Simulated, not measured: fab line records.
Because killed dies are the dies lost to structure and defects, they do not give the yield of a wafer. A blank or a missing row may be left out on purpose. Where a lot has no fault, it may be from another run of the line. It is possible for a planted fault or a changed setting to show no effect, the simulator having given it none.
The tool behind it: which one? -- flow sky130 -- 36 wafers from 12 lots sampled at 5 of the route's 708 steps

WHAT EACH GAUGE READ, for each wafer
SKY_FIELD_ISO_THK_MEAS_23.
lot,measured,on,FIELD_ISO_OXIDATION_01_THK (nm)
L832,day 2 13:10,filmMetro-03,9.54 9.51 9.71
L835,day 3 04:26,filmMetro-03,10.35 10.33 10.02
L838,day 3 19:49,filmMetro-01,10.31 10.47 10.38
L840,day 4 05:07,filmMetro-01,9.97 9.98 10.18
L843,day 4 21:37,filmMetro-01,9.91 10.01 9.83
L844,day 5 02:58,filmMetro-04,9.89 9.83 9.95
L845,day 5 07:31,filmMetro-04,10.04 10.01 9.88
L846,day 5 13:47,filmMetro-03,9.82 10.01 9.84
L847,day 5 18:03,filmMetro-03,9.99 9.87 9.92
L849,day 6 06:46,filmMetro-04,9.99 9.89 9.90
L853,day 7 02:07,filmMetro-04,10.11 9.89 10.03
L854,day 7 08:49,filmMetro-03,10.19 10.14 10.30

SKY_FIELD_ISO_THK_MEAS_25.
lot,measured,on,FIELD_ISO_CVD_24_THK (nm)
L832,day 2 13:18,filmMetro-04,597 587 591
L835,day 3 04:34,filmMetro-01,610 596 608
L838,day 3 19:57,filmMetro-04,583 595 596
L840,day 4 05:15,filmMetro-04,593 592 592
L843,day 4 21:45,filmMetro-04,606 605 606
L844,day 5 03:05,filmMetro-03,593 583 599
L845,day 5 07:38,filmMetro-01,604 602 604
L846,day 5 13:55,filmMetro-01,595 592 594
L847,day 5 18:11,filmMetro-04,587 594 598
L849,day 6 06:53,filmMetro-03,597 593 592
L853,day 7 02:15,filmMetro-03,606 604 606
L854,day 7 08:57,filmMetro-04,597 603 599

SKY_VT_ADJUST_NCORE_CD_MEAS_07 targets a cd of 380 nm.
lot,measured,on,cdNm (nm)
L832,day 8 23:00,cdSem-01,380.8 381.1 381.8
L835,day 9 14:51,cdSem-01,377.8 381.2 376.9
L838,day 10 10:45,cdSem-02,378.9 376.9 379.6
L840,day 11 01:08,cdSem-01,384.1 382.8 382.1
L843,day 11 19:56,cdSem-01,379.7 381.8 382.7
L844,day 12 04:14,cdSem-01,380.8 380.1 379.8
L845,day 12 12:59,cdSem-01,383.7 382.6 381.9
L846,day 12 19:27,cdSem-02,380.9 381.6 378.5
L847,day 13 02:30,cdSem-01,378.5 374.1 379.1
L849,day 14 00:35,cdSem-01,380.1 380.6 380.4
L853,day 15 01:16,cdSem-02,382.1 377.9 381.8
L854,day 15 13:39,cdSem-01,383.8 381.7 382.4

WHICH TOOL RAN EACH LOT (tool, then ch and the chambers of the sampled wafers, then the start)
lot,SKY_NWELL_COAT_05,SKY_NWELL_STRIP_14
L832,"lithoTrack-04 ch 0, day 4 13:55","plasmaAsher-02 ch 0, day 4 23:31"
L835,"lithoTrack-03 ch 0, day 5 03:10","plasmaAsher-03 ch 0,1, day 5 13:34"
L838,"lithoTrack-04 ch 0, day 5 20:22","plasmaAsher-03 ch 0,1, day 6 06:16"
L840,"lithoTrack-02 ch 0, day 6 08:02","plasmaAsher-03 ch 0,1, day 6 17:43"
L843,"lithoTrack-04 ch 0, day 7 00:38","plasmaAsher-03 ch 1, day 7 10:31"
L844,"lithoTrack-04 ch 0, day 7 04:26","plasmaAsher-03 ch 0,1, day 7 15:16"
L845,"lithoTrack-04 ch 0, day 7 10:45","plasmaAsher-03 ch 0,1, day 7 22:06"
L846,"lithoTrack-04 ch 0, day 7 16:33","plasmaAsher-01 ch 0,1, day 8 03:46"
L847,"lithoTrack-04 ch 0, day 7 22:51","plasmaAsher-03 ch 0,1, day 8 09:31"
L849,"lithoTrack-03 ch 0, day 8 16:46","plasmaAsher-02 ch 0,1, day 9 03:55"
L853,"lithoTrack-02 ch 0, day 9 09:33","plasmaAsher-02 ch 0,1, day 9 20:54"
L854,"lithoTrack-03 ch 0, day 9 19:44","plasmaAsher-03 ch 0,1, day 10 07:30"
- SKY_NWELL_COAT_05: resist thk 3000 nm.
- SKY_NWELL_STRIP_14: strips in O2/N2.

WHAT THE TOOLS THEMSELVES READ (means of the sampled wafers that have a number; where no wafer has one, the mark that the record gives instead)
SKY_NWELL_COAT_05.
lot,tool,spinSpeedRpm (rpm)
L832,lithoTrack-04,2000.6
L835,lithoTrack-03,1999.1
L838,lithoTrack-04,1999.8
L840,lithoTrack-02,2001.4
L843,lithoTrack-04,2000.3
L844,lithoTrack-04,1999.2
L845,lithoTrack-04,2000.1
L846,lithoTrack-04,1998.8
L847,lithoTrack-04,2000.8
L849,lithoTrack-03,2000.5
L853,lithoTrack-02,1999.0
L854,lithoTrack-03,1998.0

SKY_NWELL_STRIP_14.
lot,tool,drypumpMotorCurrentA (A),n2FlowSccm (sccm),o2FlowSccm (sccm),oesProductAu (a.u.),stripTimeToEndpointS (s)
L832,plasmaAsher-02,5.37,300.5,3014,0.718,36.79
L835,plasmaAsher-03,5.45,299.5,3001,0.728,37.01
L838,plasmaAsher-03,5.67,299.7,3001,0.725,36.90
L840,plasmaAsher-03,5.68,299.2,2999,0.722,36.95
L843,plasmaAsher-03,5.90,299.8,2999,0.720,36.78
L844,plasmaAsher-03,5.67,300.5,3000,0.724,36.90
L845,plasmaAsher-03,5.43,300.2,2995,0.722,36.89
L846,plasmaAsher-01,5.46,299.3,3015,0.723,28.28
L847,plasmaAsher-03,5.68,300.3,2993,0.721,28.11
L849,plasmaAsher-02,5.58,299.5,2998,0.723,36.88
L853,plasmaAsher-02,5.48,300.2,2983,0.721,36.83
L854,plasmaAsher-03,5.68,300.2,2996,0.723,36.77

THE ANSWER, worked out from the rows above alone
Rule: what is usual is taken from the lots themselves. Put in order of their means at a reading, lots are off if they are a third of the lots or fewer, leave a main group of 4 or more, and stand apart from it by a gap of 3 or more times the standard deviation of the main group's means; of several such gaps the widest counts. Not used: any main group whose means are identical at the precision the tables above print for the reading. Also off: a lot with no number at a reading for which 4 or more lots have one. Any other lot the step has rows for is counted as sound. First the gauges in route order, then the tools' own readings, where a lot's mean is used as printed above. The first step at which some lot is off is used, and at that step the reading that is off furthest; a lot without a number counts as furthest.
Off: L846, L847 (SKY_NWELL_STRIP_14, stripTimeToEndpointS). The main group has a mean of 36.87 s with a standard deviation of 0.074.
If a tool, at that step or one of the process steps before it, ran each lot that is off and ran no sound lot following the first of them, it fits. One candidate fits, namely lithoTrack-04 at SKY_NWELL_COAT_05. Its last sound lot is L845 (day 7 10:45), its first lot that is off L846 (day 7 16:33): a fault that began between those two fits.

WHAT THE SIMULATOR HAD INSERTED
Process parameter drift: lithoTrack-04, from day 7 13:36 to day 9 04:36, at SKY_NWELL_COAT_05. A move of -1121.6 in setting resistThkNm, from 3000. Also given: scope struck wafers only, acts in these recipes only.
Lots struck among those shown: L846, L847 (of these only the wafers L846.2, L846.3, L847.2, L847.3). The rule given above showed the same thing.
